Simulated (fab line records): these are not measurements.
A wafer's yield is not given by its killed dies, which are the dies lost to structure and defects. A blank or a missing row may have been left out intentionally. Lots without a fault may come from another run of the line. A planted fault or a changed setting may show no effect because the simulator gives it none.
The tool behind it: which one? :: flow sky130 :: 6 lots, 16 wafers sampled, at 3 steps of a route of 708

WHAT THE GAUGES READ, wafer by wafer
SKY_SONOS_ONO_THK_MEAS_01.
lot: L381
measured: day 12 08:52
on: film_metro-03
SONOS_ONO_OXIDATION_THK (nm): 2.70 2.64 2.72

lot: L387
measured: day 14 02:31
on: film_metro-01
SONOS_ONO_OXIDATION_THK (nm): 2.48 2.44

lot: L390
measured: day 15 05:05
on: film_metro-03
SONOS_ONO_OXIDATION_THK (nm): 2.53 2.59

lot: L394
measured: day 16 14:56
on: film_metro-04
SONOS_ONO_OXIDATION_THK (nm): 2.63 2.58 2.62

lot: L400
measured: day 18 18:50
on: film_metro-01
SONOS_ONO_OXIDATION_THK (nm): 2.64 2.66 2.63

lot: L402
measured: day 19 01:20
on: film_metro-01
SONOS_ONO_OXIDATION_THK (nm): 2.61 2.61 2.63

EACH LOT AND THE TOOL THAT RAN IT (in order: tool; ch and the chambers of the sampled wafers; start)
lot: L381
SKY_FIELD_ISO_ETCH_17: rie_si-01 ch 0,2, day 2 10:35
SKY_FIELD_ISO_CMP_27: cmp-01 ch 1,2,3, day 2 17:52

lot: L387
SKY_FIELD_ISO_ETCH_17: rie_si-01 ch 0,3, day 3 18:16
SKY_FIELD_ISO_CMP_27: cmp-02 ch 0,3, day 3 22:37

lot: L390
SKY_FIELD_ISO_ETCH_17: rie_si-01 ch 1,3, day 4 10:09
SKY_FIELD_ISO_CMP_27: cmp-02 ch 0,3, day 4 16:02

lot: L394
SKY_FIELD_ISO_ETCH_17: rie_si-02 ch 1,2,3, day 5 08:02
SKY_FIELD_ISO_CMP_27: cmp-01 ch 0,2,3, day 5 13:25

lot: L400
SKY_FIELD_ISO_ETCH_17: rie_si-02 ch 0,1,2, day 6 16:11
SKY_FIELD_ISO_CMP_27: cmp-01 ch 1,2, day 7 00:37

lot: L402
SKY_FIELD_ISO_ETCH_17: rie_si-02 ch 0,2,3, day 7 00:45
SKY_FIELD_ISO_CMP_27: cmp-02 ch 0,2,3, day 7 04:45
- SKY_FIELD_ISO_ETCH_17: etches Si in HBr/Cl2/O2, target depth 342 nm, time 97.7 s.
- SKY_FIELD_ISO_CMP_27: polishes, stops on Si3N4, t overpolish 16 s, target thk 457.8 nm.

THE ANSWER, worked out from the rows above alone
Rule: the lots themselves supply what counts as usual. Put in order of their means at a reading, lots are off if they are a third of the lots or fewer, leave a main group of 4 or more, and stand apart from it by a gap of 3 or more times the standard deviation of the main group's means; of several such gaps the widest counts. A main group whose means are all the same, to the digits that the tables above print for the reading, isn't used. Also off: a lot with no number at a reading for which 4 or more lots have one. All remaining lots with rows at the step are treated as sound.
No lot is off on any of the readings shown, so nothing can be concluded from this.

WHAT THE SIMULATOR PUT IN
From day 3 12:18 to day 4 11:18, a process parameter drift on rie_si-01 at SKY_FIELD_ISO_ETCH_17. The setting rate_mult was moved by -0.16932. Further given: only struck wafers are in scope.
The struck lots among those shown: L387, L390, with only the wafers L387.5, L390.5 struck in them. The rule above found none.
